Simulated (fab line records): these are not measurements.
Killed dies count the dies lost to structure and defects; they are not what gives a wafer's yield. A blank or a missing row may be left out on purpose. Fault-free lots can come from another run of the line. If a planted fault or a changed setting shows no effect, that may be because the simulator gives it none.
fab line records	flow sky130
[record] lots = 24	wafers = 72	last_day = 50
route steps=708 shown SD_N@356 LOCAL_INTERCONNECT@398 CONTACT@430 CAPM@549 CAP2M@615
lots with no fault: from the same line, run without faults
start_h: the number of hours between the record's first day and the start of the first shown wafer of the lot	wait_h: how many hours have passed since the lot's step before this one	" the same as in the row above	L1.1+2: several wafers, shown together as one row	- no value, or no start given	* or withheld: withheld	< > ~ a bound
route shown NAME@n: names a module that has steps shown in the file, with the first one's number in the route	usual: average and standard deviation across the fault-free wafers	same: alike in all rows	chamber/n: place in a boat	sites: each site's reading	_std_site: standard deviation across them	_edge_site: inner sites' mean taken away from outer sites' mean	radius_mm: how far each site lies from the wafer's centre	mask NAME#n: copy n	behind: the last tool/chamber to shape the wafer	hold: what put the lot on hold/how long, in hours/how the hold closed	device: transistor that didn't switch, given as n, p or np	end of line: the route-end tests of the same wafers	a step with no rows: only its recipe	killed: dies that structure and defects cost at the first sort, which is not the same as the wafer's yield	map: dies across one wafer; x = killed, . = not, _ = none there
set.NAME: the setting that was run; set.NAME@STEP: the one run at that earlier step	model.NAME: the simulator's own value behind a step, which no gauge read
a sample of lots followed through the steps of the route, with each step as a table and each wafer as a row
services: the hour from which a tool's chamber was out of use, counted from the record's first day as start_h (under 0 if before that day), plus the number of hours and why
[[steps]]
[step SKY_SD_N_RTA_14]
[recipe] temp_c = 1075	time_s = 2	idle_temp_c = 650	ramp_up_c_per_s = 150	ramp_down_c_per_s = 90	ambient = N2
[usual] anneal_temp_c_max = 1080.2/1.3	lamp_power_pct = 15.74/0.056	ramp_down_c_per_s = 89.999/0.017	wafer_temp_C_max = 1078.1/1.4
lot.wafer	tool	chamber	start_h	wait_h	anneal_temp_c_max	lamp_power_pct	ramp_down_c_per_s	wafer_temp_C_max
L074.2	rtp_anneal-02	0	647.52	0.0	1079.9	15.81	89.970	1077.9
L074.4	"	0	"	"	1081.4	15.83	89.987	1080.2
L074.6	"	0	"	"	1081.0	15.68	89.996	1077.7
L075.2	rtp_anneal-01	0	656.86	0.0	1080.0	15.87	89.983	1078.5
L075.4	"	0	"	"	1080.2	15.82	89.986	1078.9
L075.6	"	0	"	"	1080.3	15.66	90.000	1078.3
L076.2	rtp_anneal-02	0	659.42	0.0	1080.9	15.76	89.985	1078.4
L076.3	"	0	"	"	1081.0	15.76	90.018	1078.6
L076.5	"	0	"	"	1080.5	15.64	90.013	1077.8
L077.1	rtp_anneal-01	0	668.84	0.0	1080.5	15.84	89.991	1076.7
L077.3	"	0	"	"	1080.1	15.79	89.992	1079.1
L077.5	"	0	"	"	1079.3	15.81	89.984	1077.8
L078.1	rtp_anneal-02	0	679.59	0.0	1079.2	15.74	89.987	1078.0
L078.4	"	0	"	"	1080.9	15.81	89.975	1080.2
L078.6	"	0	"	"	1082.1	15.82	89.975	1078.9
L079.2	rtp_anneal-01	0	684.11	0.0	1079.5	15.71	89.997	1078.3
L079.3	"	0	"	"	1078.7	15.69	89.982	1079.9
L079.6	"	0	"	"	1078.1	15.66	89.978	1077.4
L080.1	rtp_anneal-02	0	693.96	0.0	1081.9	15.84	89.995	1080.7
L080.4	"	0	"	"	1080.9	15.71	90.017	1077.4
L080.5	"	0	"	"	1082.0	15.74	89.984	1082.7
L081.3	rtp_anneal-01	0	706.12	0.0	1080.3	15.78	90.009	1078.7
L081.5	"	0	"	"	1080.2	15.75	89.988	1079.8
L081.6	"	0	"	"	1079.4	15.76	90.036	1077.0
L082.1	rtp_anneal-02	0	713.17	0.0	1080.3	15.73	89.994	1076.7
L082.2	"	0	"	"	1080.7	15.73	90.005	1077.9
L082.4	"	0	"	"	1083.2	15.63	90.023	1077.8
L083.2	rtp_anneal-02	0	722.97	0.0	1080.6	15.76	89.987	1076.3
L083.4	"	0	"	"	1082.3	15.74	89.972	1080.1
L083.5	"	0	"	"	1081.6	15.68	89.994	1077.1
L084.3	rtp_anneal-01	0	730.61	0.0	1079.3	15.71	90.024	1078.4
L084.4	"	0	"	"	1078.6	15.77	90.003	1077.6
L084.5	"	0	"	"	1078.9	15.72	90.004	1078.2
L085.2	rtp_anneal-02	0	739.50	0.0	1080.3	15.75	89.999	1079.0
L085.3	"	0	"	"	1085.1	15.77	90.010	1077.7
L085.4	"	0	"	"	1081.9	15.79	89.998	1077.4
L086.1	rtp_anneal-01	0	743.81	0.0	1078.2	15.74	89.999	1076.6
L086.2	"	0	"	"	1078.2	15.72	89.990	1078.2
L086.3	"	0	"	"	1078.8	15.73	89.986	1079.1
L087.2	rtp_anneal-02	0	752.27	0.0	1079.0	15.75	90.017	1075.9
L087.4	"	0	"	"	1083.2	15.74	89.975	1077.8
L087.6	"	0	"	"	1081.9	15.80	89.964	1078.7
L088.3	rtp_anneal-01	0	759.82	0.0	1079.3	15.77	90.009	1078.4
L088.4	"	0	"	"	1078.8	15.70	90.020	1076.1
L088.6	"	0	"	"	1079.6	15.80	90.015	1075.9
L089.1	rtp_anneal-02	0	768.41	0.0	1079.6	15.81	89.991	1077.9
L089.4	"	0	"	"	1083.5	15.67	89.992	1075.7
L089.5	"	0	"	"	1080.5	15.74	89.994	1078.9
L090.2	rtp_anneal-01	0	780.76	0.0	1079.5	15.65	89.993	1079.3
L090.3	"	0	"	"	1079.7	15.81	89.987	1082.4
L090.4	"	0	"	"	1078.1	15.72	89.992	1079.9
L091.1	rtp_anneal-02	0	784.26	0.0	1080.9	15.77	89.975	1076.6
L091.2	"	0	"	"	1079.6	15.74	89.984	1076.7
L091.6	"	0	"	"	1080.2	15.82	89.986	1075.5
L092.1	rtp_anneal-01	0	789.90	0.0	1079.5	15.81	89.990	1077.6
L092.3	"	0	"	"	1079.3	15.75	89.992	1079.9
L092.6	"	0	"	"	1079.3	15.78	90.005	1080.0
L093.1	rtp_anneal-02	0	801.46	0.0	1082.3	15.69	90.010	1080.6
L093.2	"	0	"	"	1082.0	15.64	89.993	1079.2
L093.4	"	0	"	"	1080.5	15.72	90.010	1077.6
L094.2	rtp_anneal-01	0	807.90	0.0	1078.3	15.74	89.991	1076.9
L094.5	"	0	"	"	1079.9	15.79	89.993	1077.3
L094.6	"	0	"	"	1079.6	15.78	90.015	1075.8
L095.3	rtp_anneal-02	0	820.22	0.0	1079.8	15.78	90.001	1077.3
L095.4	"	0	"	"	1080.0	15.79	90.008	1079.1
L095.5	"	0	"	"	1083.0	15.73	90.007	1076.7
L096.1	rtp_anneal-01	0	824.81	0.0	1079.0	15.74	90.020	1078.3
L096.4	"	0	"	"	1078.2	15.73	89.966	1076.3
L096.6	"	0	"	"	1079.0	15.65	90.019	1079.1
L097.2	rtp_anneal-02	0	829.41	0.0	1083.3	15.76	89.999	1079.0
L097.5	"	0	"	"	1081.1	15.71	90.035	1078.2
L097.6	"	0	"	"	1081.4	15.70	90.026	1078.2
[step SKY_LOCAL_INTERCONNECT_CD_MEAS_11]
[recipe] target_cd_nm = 170
[usual] cd_nm = 169.9/1.6
lot.wafer	tool	chamber	start_h	wait_h	cd_nm
L074.2	cd_sem-01	-	706.71	-	168.1
L074.4	"	-	"	"	168.0
L074.6	"	-	"	"	170.6
L075.2	cd_sem-02	-	716.84	-	170.5
L075.4	"	-	"	"	170.9
L075.6	"	-	"	"	170.7
L076.2	cd_sem-02	-	718.06	-	168.0
L076.3	"	-	"	"	168.4
L076.5	"	-	"	"	167.7
L077.1	cd_sem-01	-	726.79	-	169.5
L077.3	"	-	"	"	168.1
L077.5	"	-	"	"	170.4
L078.1	cd_sem-02	-	738.19	-	169.5
L078.4	"	-	"	"	168.0
L078.6	"	-	"	"	169.9
L079.2	cd_sem-01	-	742.26	-	169.6
L079.3	"	-	"	"	169.0
L079.6	"	-	"	"	170.1
L080.1	cd_sem-02	-	751.27	-	171.1
L080.4	"	-	"	"	169.4
L080.5	"	-	"	"	171.0
L081.3	cd_sem-01	-	763.26	-	172.7
L081.5	"	-	"	"	173.4
L081.6	"	-	"	"	172.7
L082.1	cd_sem-02	-	770.09	-	170.4
L082.2	"	-	"	"	168.4
L082.4	"	-	"	"	169.4
L083.2	cd_sem-01	-	780.56	-	166.2
L083.4	"	-	"	"	168.1
L083.5	"	-	"	"	166.9
L084.3	cd_sem-01	-	785.43	-	172.2
L084.4	"	-	"	"	170.6
L084.5	"	-	"	"	171.4
L085.2	cd_sem-01	-	796.99	-	168.3
L085.3	"	-	"	"	168.9
L085.4	"	-	"	"	169.5
L086.1	cd_sem-01	-	800.32	-	168.3
L086.2	"	-	"	"	169.7
L086.3	"	-	"	"	170.1
L087.2	cd_sem-01	-	808.06	-	168.4
L087.4	"	-	"	"	168.4
L087.6	"	-	"	"	168.7
L088.3	cd_sem-02	-	814.53	-	169.0
L088.4	"	-	"	"	170.6
L088.6	"	-	"	"	169.4
L089.1	cd_sem-02	-	824.54	-	169.7
L089.4	"	-	"	"	170.3
L089.5	"	-	"	"	169.3
L090.2	cd_sem-02	-	836.16	-	168.4
L090.3	"	-	"	"	167.9
L090.4	"	-	"	"	169.7
L091.1	cd_sem-02	-	838.74	-	170.7
L091.2	"	-	"	"	169.7
L091.6	"	-	"	"	170.7
L092.1	cd_sem-02	-	845.34	-	168.8
L092.3	"	-	"	"	170.8
L092.6	"	-	"	"	169.5
L093.1	cd_sem-02	-	856.88	-	169.5
L093.2	"	-	"	"	170.3
L093.4	"	-	"	"	170.0
L094.2	cd_sem-02	-	862.36	-	175.8
L094.5	"	-	"	"	173.9
L094.6	"	-	"	"	172.4
L095.3	cd_sem-01	-	874.93	-	169.3
L095.4	"	-	"	"	170.2
L095.5	"	-	"	"	170.8
L096.1	cd_sem-01	-	879.78	-	168.9
L096.4	"	-	"	"	171.5
L096.6	"	-	"	"	170.3
L097.2	cd_sem-01	-	884.01	-	171.2
L097.5	"	-	"	"	170.7
L097.6	"	-	"	"	170.0
[step SKY_CONTACT_CVD_24]
[recipe] material = W	target_thk_nm = 340	time_s = 102.12	temp_c = 400	pressure_torr = 40
[usual] heater_power_w = 963/99
lot.wafer	tool	chamber	start_h	wait_h	heater_power_w
L074.2	cvd_w-02	0	736.47	0.0	1065
L074.4	"	0	"	"	1073
L074.6	"	0	"	"	1074
L075.2	cvd_w-01	1	747.22	0.0	800
L075.4	"	0	"	"	954
L075.6	"	1	"	"	787
L076.2	cvd_w-02	1	747.77	0.0	977
L076.3	"	1	"	"	984
L076.5	"	1	"	"	992
L077.1	cvd_w-02	0	756.40	0.0	1082
L077.3	"	0	"	"	1070
L077.5	"	0	"	"	1088
L078.1	cvd_w-02	0	768.12	0.0	1067
L078.4	"	0	"	"	1065
L078.6	"	0	"	"	1063
L079.2	cvd_w-01	1	772.12	0.0	785
L079.3	"	1	"	"	780
L079.6	"	1	"	"	789
L080.1	cvd_w-01	0	781.20	0.0	962
L080.4	"	0	"	"	898
L080.5	"	1	"	"	782
L081.3	cvd_w-01	1	792.11	0.1	797
L081.5	"	0	"	"	911
L081.6	"	1	"	"	808
L082.1	cvd_w-02	0	798.86	0.0	1082
L082.2	"	1	"	"	979
L082.4	"	0	"	"	1063
L083.2	cvd_w-02	0	809.22	0.0	1087
L083.4	"	1	"	"	997
L083.5	"	0	"	"	1072
L084.3	cvd_w-02	0	814.26	0.1	1078
L084.4	"	1	"	"	954
L084.5	"	1	"	"	967
L085.2	cvd_w-02	1	826.27	0.0	978
L085.3	"	1	"	"	989
L085.4	"	0	"	"	1088
L086.1	cvd_w-02	1	829.20	0.0	987
L086.2	"	0	"	"	1064
L086.3	"	1	"	"	977
L087.2	cvd_w-02	1	836.51	0.0	968
L087.4	"	0	"	"	1070
L087.6	"	0	"	"	1063
L088.3	cvd_w-02	1	843.06	0.1	999
L088.4	"	1	"	"	1001
L088.6	"	1	"	"	977
L089.1	cvd_w-01	1	853.39	0.0	802
L089.4	"	0	"	"	920
L089.5	"	0	"	"	925
L090.2	cvd_w-01	1	864.03	0.0	789
L090.3	"	0	"	"	937
L090.4	"	1	"	"	797
L091.1	cvd_w-02	0	867.52	0.0	1062
L091.2	"	1	"	"	997
L091.6	"	1	"	"	989
L092.1	cvd_w-02	1	874.38	0.0	983
L092.3	"	1	"	"	1006
L092.6	"	1	"	"	974
L093.1	cvd_w-02	1	885.32	0.0	994
L093.2	"	0	"	"	1085
L093.4	"	1	"	"	980
L094.2	cvd_w-02	1	890.17	0.0	989
L094.5	"	0	"	"	1047
L094.6	"	1	"	"	1009
L095.3	cvd_w-01	1	903.66	0.1	804
L095.4	"	0	"	"	938
L095.5	"	0	"	"	893
L096.1	cvd_w-01	1	907.47	0.0	798
L096.4	"	0	"	"	928
L096.6	"	0	"	"	944
L097.2	cvd_w-01	1	912.08	0.0	780
L097.5	"	1	"	"	791
L097.6	"	0	"	"	956
[step SKY_CAPM_OVL_MEAS_12]
[usual] CAPM_OVL = -0.1/1.7
lot.wafer	tool	chamber	start_h	wait_h	CAPM_OVL[nm]
L074.2	overlay-01	-	876.94	0.1	0.2
L074.4	"	-	"	"	0.3
L074.6	"	-	"	"	0.5
L075.2	overlay-01	-	885.24	0.1	0.7
L075.4	"	-	"	"	0.8
L075.6	"	-	"	"	1.5
L076.2	overlay-01	-	886.00	0.1	-1.3
L076.3	"	-	"	"	-2.3
L076.5	"	-	"	"	0.6
L077.1	overlay-02	-	895.19	0.1	1.1
L077.3	"	-	"	"	1.0
L077.5	"	-	"	"	0.8
L078.1	overlay-02	-	905.69	0.1	-1.4
L078.4	"	-	"	"	-3.4
L078.6	"	-	"	"	-2.3
L079.2	overlay-02	-	909.04	0.1	0.5
L079.3	"	-	"	"	-0.4
L079.6	"	-	"	"	0.2
L080.1	overlay-01	-	918.69	0.1	0.5
L080.4	"	-	"	"	1.4
L080.5	"	-	"	"	1.5
L081.3	overlay-02	-	929.99	0.1	-0.7
L081.5	"	-	"	"	-1.0
L081.6	"	-	"	"	-0.9
L082.1	overlay-02	-	935.39	0.1	-0.4
L082.2	"	-	"	"	-1.4
L082.4	"	-	"	"	-1.6
L083.2	overlay-02	-	942.95	0.1	-0.4
L083.4	"	-	"	"	-1.6
L083.5	"	-	"	"	-0.6
L084.3	overlay-01	-	948.50	0.1	1.9
L084.4	"	-	"	"	1.0
L084.5	"	-	"	"	1.7
L085.2	overlay-02	-	959.65	0.1	-3.3
L085.3	"	-	"	"	-1.1
L085.4	"	-	"	"	-1.4
L086.1	overlay-01	-	962.99	0.1	1.3
L086.2	"	-	"	"	2.4
L086.3	"	-	"	"	2.0
L087.2	overlay-02	-	968.79	0.1	-2.8
L087.4	"	-	"	"	-0.6
L087.6	"	-	"	"	-1.6
L088.3	overlay-02	-	976.21	0.1	0.5
L088.4	"	-	"	"	0.5
L088.6	"	-	"	"	-0.3
L089.1	overlay-01	-	984.64	0.1	-0.3
L089.4	"	-	"	"	0.6
L089.5	"	-	"	"	-0.1
L090.2	overlay-01	-	994.74	0.1	1.4
L090.3	"	-	"	"	1.0
L090.4	"	-	"	"	0.7
L091.1	overlay-02	-	996.18	0.1	0.0
L091.2	"	-	"	"	-1.1
L091.6	"	-	"	"	0.7
L092.1	overlay-01	-	1003.19	0.1	-2.8
L092.3	"	-	"	"	-3.8
L092.6	"	-	"	"	-1.3
L093.1	overlay-02	-	1015.64	0.1	-3.9
L093.2	"	-	"	"	-1.8
L093.4	"	-	"	"	-3.0
L094.2	overlay-02	-	1017.39	0.1	-0.3
L094.5	"	-	"	"	-1.1
L094.6	"	-	"	"	-1.6
L095.3	overlay-01	-	1029.39	0.1	1.2
L095.4	"	-	"	"	2.4
L095.5	"	-	"	"	2.1
L096.1	overlay-02	-	1032.55	0.1	-0.4
L096.4	"	-	"	"	0.1
L096.6	"	-	"	"	0.5
L097.2	overlay-01	-	1039.30	0.1	1.6
L097.5	"	-	"	"	0.7
L097.6	"	-	"	"	3.1
[step SKY_CAPM_STRIP_14]
[recipe] chemistry = O2/N2	power_w = 1400	pressure_mtorr = 1500	platen_temp_c = withheld	o2_flow_sccm = 3000	n2_flow_sccm = 300	overash_fraction = 0.5
[usual] drypump_motor_current_A = 5.81/0.26	oes_product_au = 0.710/0.0046	strip_time_to_endpoint_s = 12.64/0.038
lot.wafer	tool	chamber	start_h	wait_h	drypump_motor_current_A	oes_product_au	rf_hours_counter_h	strip_time_to_endpoint_s
L074.2	plasma_asher-02	1	877.05	0.1	5.68	0.703	14	12.69
L074.4	"	0	"	"	6.05	0.714	-	12.67
L074.6	"	0	"	"	6.08	0.705	-	12.66
L075.2	plasma_asher-03	1	885.35	0.1	5.61	0.709	77	12.67
L075.4	"	1	"	"	5.59	0.713	-	12.70
L075.6	"	0	"	"	5.54	0.702	-	12.63
L076.2	plasma_asher-02	1	886.11	0.1	5.66	0.706	15	12.62
L076.3	"	0	"	"	6.10	0.712	-	12.67
L076.5	"	1	"	"	5.65	0.713	-	12.67
L077.1	plasma_asher-02	1	895.30	0.1	5.67	0.713	16	12.60
L077.3	"	0	"	"	6.08	0.711	-	12.62
L077.5	"	0	"	"	6.08	0.711	-	12.61
L078.1	plasma_asher-02	0	905.80	0.1	6.07	0.707	17	12.68
L078.4	"	0	"	"	6.07	0.714	-	12.64
L078.6	"	0	"	"	6.07	0.709	-	12.63
L079.2	plasma_asher-04	1	909.15	0.1	6.08	0.702	105	12.68
L079.3	"	0	"	"	6.22	0.714	-	12.64
L079.6	"	1	"	"	6.06	0.708	-	12.66
L080.1	plasma_asher-02	0	918.80	0.1	6.08	0.713	18	12.63
L080.4	"	1	"	"	5.68	0.704	-	12.59
L080.5	"	1	"	"	5.69	0.707	-	12.63
L081.3	plasma_asher-04	1	930.13	0.1	6.06	0.713	-	12.60
L081.5	"	0	"	"	6.20	0.711	-	12.61
L081.6	"	1	"	"	6.05	0.714	-	12.58
L082.1	plasma_asher-03	0	935.50	0.1	5.58	0.712	82	12.68
L082.2	"	1	"	"	5.61	0.705	82	12.64
L082.4	"	0	"	"	5.56	0.698	-	12.65
L083.2	plasma_asher-02	0	943.06	0.1	6.09	0.711	20	12.61
L083.4	"	1	"	"	5.73	0.717	-	12.57
L083.5	"	1	"	"	5.69	0.711	-	12.62
L084.3	plasma_asher-04	0	948.63	0.1	6.21	0.709	-	12.57
L084.4	"	1	"	"	6.05	0.711	-	12.63
L084.5	"	1	"	"	6.07	0.707	-	12.58
L085.2	plasma_asher-04	1	959.76	0.1	6.09	0.709	111	12.65
L085.3	"	1	"	"	6.09	0.711	-	12.66
L085.4	"	0	"	"	6.21	0.708	-	12.66
L086.1	plasma_asher-04	0	963.11	0.1	6.21	0.717	111	12.62
L086.2	"	1	"	"	6.07	0.706	111	12.62
L086.3	"	1	"	"	6.09	0.704	-	12.64
L087.2	plasma_asher-03	0	968.89	0.1	5.54	0.700	84	12.65
L087.4	"	0	"	"	5.53	0.707	-	12.70
L087.6	"	0	"	"	5.54	0.716	-	12.68
L088.3	plasma_asher-03	1	976.34	0.1	5.60	0.702	-	12.62
L088.4	"	0	"	"	5.59	0.714	-	12.57
L088.6	"	0	"	"	5.53	0.709	-	12.62
L089.1	plasma_asher-03	0	984.76	0.1	5.57	0.719	86	12.63
L089.4	"	1	"	"	5.60	0.708	-	12.65
L089.5	"	0	"	"	5.56	0.713	-	12.60
L090.2	plasma_asher-03	1	994.84	0.1	5.61	0.713	87	12.59
L090.3	"	1	"	"	5.59	0.711	-	12.60
L090.4	"	0	"	"	5.53	0.709	-	12.58
L091.1	plasma_asher-03	1	996.29	0.1	5.60	0.706	87	12.70
L091.2	"	0	"	"	5.55	0.714	87	12.72
L091.6	"	1	"	"	5.60	0.704	-	12.69
L092.1	plasma_asher-03	0	1003.38	0.1	5.51	0.712	88	12.72
L092.3	"	1	"	"	5.60	0.717	-	12.74
L092.6	"	0	"	"	5.57	0.712	-	12.68
L093.1	plasma_asher-02	0	1015.76	0.1	6.07	0.704	28	12.72
L093.2	"	1	"	"	5.71	0.707	28	12.65
L093.4	"	0	"	"	6.09	0.706	-	12.68
L094.2	plasma_asher-03	1	1017.49	0.1	5.60	0.711	89	12.61
L094.5	"	0	"	"	5.52	0.718	-	12.66
L094.6	"	1	"	"	5.59	0.701	-	12.67
L095.3	plasma_asher-03	1	1029.53	0.1	5.61	0.713	-	12.64
L095.4	"	0	"	"	5.50	0.706	-	12.66
L095.5	"	0	"	"	5.50	0.709	-	12.62
L096.1	plasma_asher-03	1	1032.66	0.1	5.60	0.716	91	12.65
L096.4	"	1	"	"	5.60	0.706	-	12.64
L096.6	"	0	"	"	5.51	0.714	-	12.64
L097.2	plasma_asher-04	1	1039.41	0.1	6.11	0.714	116	12.60
L097.5	"	0	"	"	6.21	0.708	-	12.66
L097.6	"	1	"	"	6.10	0.714	-	12.64
[step SKY_CAP2M_OVL_MEAS_12]
[usual] CAP2M_OVL = -0.5/1.5
lot.wafer	tool	chamber	start_h	wait_h	CAP2M_OVL[nm]
L074.2	overlay-02	-	956.44	0.1	-3.9
L074.4	"	-	"	"	-4.1
L074.6	"	-	"	"	-3.1
L075.2	overlay-01	-	963.78	0.1	-0.1
L075.4	"	-	"	"	-1.2
L075.6	"	-	"	"	-0.7
L076.2	overlay-01	-	965.49	0.1	1.8
L076.3	"	-	"	"	1.6
L076.5	"	-	"	"	-0.5
L077.1	overlay-02	-	972.04	0.1	-0.8
L077.3	"	-	"	"	-0.1
L077.5	"	-	"	"	-1.2
L078.1	overlay-02	-	983.08	0.1	1.2
L078.4	"	-	"	"	0.5
L078.6	"	-	"	"	-1.2
L079.2	overlay-02	-	985.89	0.1	-1.8
L079.3	"	-	"	"	-0.1
L079.6	"	-	"	"	0.1
L080.1	overlay-02	-	994.53	0.1	1.5
L080.4	"	-	"	"	0.8
L080.5	"	-	"	"	1.8
L081.3	overlay-02	-	1005.49	0.1	-1.0
L081.5	"	-	"	"	-0.3
L081.6	"	-	"	"	0.2
L082.1	overlay-02	-	1011.03	0.1	-2.8
L082.2	"	-	"	"	-2.1
L082.4	"	-	"	"	0.3
L083.2	overlay-01	-	1018.24	0.1	-1.6
L083.4	"	-	"	"	-0.9
L083.5	"	-	"	"	0.7
L084.3	overlay-02	-	1024.04	0.1	0.5
L084.4	"	-	"	"	1.3
L084.5	"	-	"	"	-1.4
L085.2	overlay-02	-	1034.19	0.1	-1.9
L085.3	"	-	"	"	-3.6
L085.4	"	-	"	"	-3.2
L086.1	overlay-02	-	1037.24	0.1	-1.4
L086.2	"	-	"	"	-0.9
L086.3	"	-	"	"	1.4
L087.2	overlay-01	-	1042.69	0.1	2.7
L087.4	"	-	"	"	-0.5
L087.6	"	-	"	"	3.2
L088.3	overlay-02	-	1049.94	0.1	-2.0
L088.4	"	-	"	"	-0.4
L088.6	"	-	"	"	-1.1
L089.1	overlay-02	-	1056.89	0.1	-2.7
L089.4	"	-	"	"	-1.6
L089.5	"	-	"	"	-1.0
L090.2	overlay-01	-	1066.89	0.1	2.6
L090.3	"	-	"	"	1.2
L090.4	"	-	"	"	0.4
L091.1	overlay-02	-	1067.98	0.1	1.0
L091.2	"	-	"	"	-0.2
L091.6	"	-	"	"	1.0
L092.1	overlay-01	-	1074.03	0.1	0.9
L092.3	"	-	"	"	-1.0
L092.6	"	-	"	"	0.1
L093.1	overlay-02	-	1086.28	0.1	-1.9
L093.2	"	-	"	"	-0.8
L093.4	"	-	"	"	-2.1
L094.2	overlay-02	-	1086.94	0.1	1.2
L094.5	"	-	"	"	0.4
L094.6	"	-	"	"	-1.4
L095.3	overlay-02	-	1097.64	0.1	-0.8
L095.4	"	-	"	"	-1.0
L095.5	"	-	"	"	-2.9
L096.1	overlay-02	-	1099.49	0.1	0.3
L096.4	"	-	"	"	-0.3
L096.6	"	-	"	"	-0.1
L097.2	overlay-01	-	1106.33	0.1	-0.7
L097.5	"	-	"	"	0.9
L097.6	"	-	"	"	-0.5
[[services]]
tool	chamber	start_h	hours	kind
plasma_asher-02	-	653.38	2.1	repair
plasma_asher-03	-	654.99	2.8	pm
cvd_w-01	1	692.25	9.5	repair
rtp_anneal-01	-	721.78	5.7	pm
cvd_w-02	-	725.23	1.5	repair
plasma_asher-04	-	733.48	4.7	repair
plasma_asher-02	-	733.75	9.0	pm
plasma_asher-04	-	766.14	1.2	repair
cvd_w-01	-	793.86	6.9	pm
cvd_w-01	-	800.76	2.8	pm
cvd_w-01	-	805.00	6.0	pm
cvd_w-02	-	805.73	3.0	repair
cvd_w-02	0	838.39	6.9	repair
cvd_w-02	-	904.01	14.0	pm
cvd_w-02	0	904.01	14.0	vent_cycle
cvd_w-02	1	904.01	14.0	vent_cycle
cvd_w-02	0	918.01	-	clean
plasma_asher-03	-	919.48	2.4	repair
plasma_asher-03	-	948.72	15.6	pm
cvd_w-01	0	952.88	14.3	repair
plasma_asher-04	-	956.48	2.5	repair
plasma_asher-03	-	968.03	0.8	repair
plasma_asher-04	-	1013.99	21.8	repair
cvd_w-01	0	1036.13	6.2	repair
[[key]]
fault none
